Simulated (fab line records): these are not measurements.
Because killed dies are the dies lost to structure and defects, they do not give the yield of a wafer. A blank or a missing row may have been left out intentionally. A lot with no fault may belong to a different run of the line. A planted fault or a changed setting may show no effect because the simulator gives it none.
Problem report in the 8D (eight disciplines) form, filled by code | flow sky130 | the parts of the form that need people (team, actions taken, sign-off) are left out

== 1. THE ISSUE ==
Mean of spin_speed_rpm at SKY_POLY_CUT_COAT_02: 3049.5 rpm across 6 wafers in 2 lots; on wafers with no fault it is 3000.1 rpm (standard deviation 2.2). Relative to the usual mean, that is a shift of +22 standard deviations.
The step: resist thk 60 nm.
The first sign was on wafer L623.3 at day 29 09:29, on litho_track-01. The record has a number at this step for 39 wafers belonging to 13 lots. By rule, "out" or "out of limits" means more than 4 standard deviations away from the usual mean. The rest of the wafers with a number are treated as sound.

== 2. WHAT IT IS, AND WHAT IT ISN'T ==
question                    | is                     | is not
which readings at this step | spin_speed_rpm         | -
which lots                  | L623, L624             | L607, L608, L609, L610, L611, L612, L613, L615, L620, L629, L630
which wafers of those lots  | all that have a number | -
read on which tools         | litho_track-01         | litho_track-03, litho_track-04
when                        | from day 29 09:29      | up to then (27 sound wafers); but 6 sound wafers of L629, L630 came after

== 3. WHAT RULES OUT EACH SUSPECT ==
Counting: a tool stays on the suspect list if, at a process step up to the reading, it processed all lots that are out and no sound lot following the first of them.
- litho_track-01 at SKY_POLY_CUT_COAT_02 (resist thk 60 nm): kept. It ran every lot that is out, first L623 (day 29 09:29), and no sound lot after that; its last sound lot up to then is L615 (day 26 17:05). On those wafers its own readings are out: spin_speed_rpm.
After counting, what remains is litho_track-01 at SKY_POLY_CUT_COAT_02.

== 4. THE CAUSE (what the simulator had put in) ==
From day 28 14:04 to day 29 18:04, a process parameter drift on litho_track-01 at SKY_POLY_CUT_COAT_02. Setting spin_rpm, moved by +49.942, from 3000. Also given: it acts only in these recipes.
After counting, this tool was the only one left.

== 5. SEQUENCE OF EFFECTS, ordered by route ==
One row per reading whose mean, taken over the struck wafers that have a number, lies over 3 standard deviations from the usual. Scope: only readings with a usual standard deviation given in the record; hours: median across lots of the time from each lot's start at the first step in this table that gives one to its start at this step; sigmas: change in usual standard deviations.
hours | step                 | reading        | usual      | on struck wafers | change | sigmas
0     | SKY_POLY_CUT_COAT_02 | spin_speed_rpm | 3000.1 rpm | 3049.5           | +49.4  | +22
Process steps it contains:
- SKY_POLY_CUT_COAT_02: resist thk 60 nm.
Later measuring or inspecting steps at which every struck wafer that the step has a row for has a number for every such reading, and none has moved that far: SKY_SD_N_RS_MEAS_17.

== 6. HOW IT WOULD HAVE BEEN CAUGHT EARLIER ==
First out-of-limits reading in this record: day 29 09:29, which is 19 hours after fault onset at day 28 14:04.
